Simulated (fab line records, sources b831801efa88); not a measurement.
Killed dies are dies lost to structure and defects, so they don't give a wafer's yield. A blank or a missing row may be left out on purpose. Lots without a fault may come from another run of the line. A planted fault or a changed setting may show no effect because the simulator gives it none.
A struck lot beside a sound one | flow sfq_line | 20 steps out of a route of 325
Sound: wafers L972.1, L972.2, L972.3. Struck: wafer L984.6. (L984.1, L984.4 of the same lot were not struck and are left out.) The cause comes at the end.
At each step with rows: each side's tool, then ch and its chambers, then its first start. Under that, the readings that differ: sound wafers | struck wafers | difference of the means | sigmas: that difference in standard deviations of wafers without a fault.
alike: readings whose means differ by less than 2 such deviations, and words and numbers that are the same on both sides. not compared: withheld readings, readings that some wafer has no value for, bounds like >300 that may hide the same value, and numbers for which the record gives no deviation and whose values overlap.
The two part at a step that has a row with sigmas, a row that says differs or no value, or rows on one side only. Numbers that don't overlap but have no deviation are shown without sigmas and don't part them. A reading that every wafer of one side lacks parts them only if that side has two wafers or more.

first, 2 steps without rows for these wafers: SFQ_TRILAYER_C5_LITHO_PEB_154 (peb time 60 s); SFQ_TRILAYER_C5_LITHO_DEVELOP_153 (time 60 s).
SFQ_C5_OVL_MEAS_937:
  sound on overlay-02, day 66 19:45; struck on overlay-02, day 71 22:19
  alike: C5_OVL
SFQ_TRILAYER_C5_BARC_OPEN_VIA_ETCH_210: etches BARC in O2, target depth 125 nm, time 41.7 s.
  sound on rie_diel-02 ch 0,1,3, day 66 19:47; struck on rie_diel-03 ch 0, day 71 22:22
  alike: drypump_motor_current_A, oes_product_au
  not compared: rf_hours_counter_h
then, 1 step without rows for these wafers: SFQ_TRILAYER_C5_ETCH_VIA_ETCH_154 (etches SiO2 in CHF3, stops on Nb, target depth 84 nm).
SFQ_TRILAYER_C5_STRIP_STRIP_155: strips in O2.
  sound on rie_metal-04 ch 0,1, day 66 19:52; struck on rie_metal-01 ch 1, day 71 22:27
  alike: drypump_motor_current_A, he_backside_leak_sccm, oes_product_au
  not compared: rf_hours_counter_h
then, 2 steps without rows for these wafers: SFQ_TRILAYER_C5_STRIP_SOLV_CLEAN_156 (cleans in NMP, time 600 s); SFQ_TRILAYER_M6_DEP_PRE_CLEAN_158 (time 22.5 s).
SFQ_TRILAYER_M6_DEP_SPUTTER_157: material Nb, target thk 200 nm, time 133.3 s.
  sound on pvd_sputter-05, day 66 20:40; struck on pvd_sputter-06, day 71 23:16
  alike: throttle_valve_pct
SFQ_M6_RS_MEAS_938: measures by four-point-probe.
  sound on film_metro-04, day 66 20:46; struck on film_metro-03, day 71 23:22
  alike: M6_NB_RS
then, 1 step without rows for these wafers: SFQ_TRILAYER_M6_LITHO_COAT_164 (resist thk 62 nm).
SFQ_TRILAYER_M6_LITHO_COAT_159: resist thk 600 nm.
  sound on litho_track-04 ch 0, day 66 21:15; struck on litho_track-01 ch 0, day 71 23:50
  reading                                             | sound           | struck | difference | sigmas
  model.KrF_of_TRILAYER_M6_LITHO_COAT_159.thk_nm (nm) | 597.1 597.3 597 | 590.9  | -6.2       |
  alike: exhaust_pa
then, 4 steps without rows for these wafers: SFQ_TRILAYER_M6_LITHO_SOFTBAKE_163; SFQ_TRILAYER_M6_LITHO_EXPOSE_160 (exposes mask M6, target cd 500 nm); SFQ_TRILAYER_M6_LITHO_PEB_162 (peb time 60 s); SFQ_TRILAYER_M6_LITHO_DEVELOP_161 (time 60 s).
-- the record jumps here: 4 days lie between the struck wafers' starts before and after --
SFQ_M6_OVL_MEAS_940:
  sound on overlay-01, day 71 23:31; struck on overlay-01, day 76 03:28
  reading     | sound   | struck | difference | sigmas
  M6_OVL (nm) | -2 5 -3 | 13     | +13        | +2
SFQ_TRILAYER_M6_BARC_OPEN_METAL_ETCH_206: etches BARC in O2, target depth 125 nm, time 41.7 s.
  sound on rie_metal-04 ch 0,1, day 71 23:34; struck on rie_metal-03 ch 1, day 76 03:31
  reading                     | sound       | struck | difference | sigmas
  drypump_motor_current_A (A) | 5.7 5.6 5.6 | 4.8    | -0.8       | -2
  alike: he_backside_leak_sccm, oes_product_au
  not compared: rf_hours_counter_h
SFQ_TRILAYER_M6_ETCH_METAL_ETCH_162: etches Nb in Cl2/Ar, stops on SiO2, target depth 240 nm, time 120 s.
  sound on rie_metal-04 ch 0,1, day 71 23:37; struck on rie_metal-03 ch 1, day 76 03:34
  reading                                             | sound             | struck | difference | sigmas
  drypump_motor_current_A (A)                         | 5.7 5.6 5.6       | 4.8    | -0.8       | -2
  model.KrF_of_TRILAYER_M6_LITHO_COAT_159.thk_nm (nm) | 380.2 382.8 381.4 | 375.4  | -6.1       |
  alike: he_backside_leak_sccm, oes_product_au
  not compared: rf_hours_counter_h
SFQ_TRILAYER_M6_STRIP_STRIP_163: strips in O2.
  sound on rie_metal-04 ch 0,1, day 71 23:44; struck on rie_metal-03 ch 1, day 76 03:41
  reading                     | sound       | struck | difference | sigmas
  drypump_motor_current_A (A) | 5.7 5.6 5.6 | 4.8    | -0.8       | -2
  alike: he_backside_leak_sccm, oes_product_au
  not compared: rf_hours_counter_h

WHERE THEY PART
First at SFQ_M6_OVL_MEAS_940; last, within this record, at SFQ_TRILAYER_M6_STRIP_STRIP_163.

WHY: what the simulator had put in
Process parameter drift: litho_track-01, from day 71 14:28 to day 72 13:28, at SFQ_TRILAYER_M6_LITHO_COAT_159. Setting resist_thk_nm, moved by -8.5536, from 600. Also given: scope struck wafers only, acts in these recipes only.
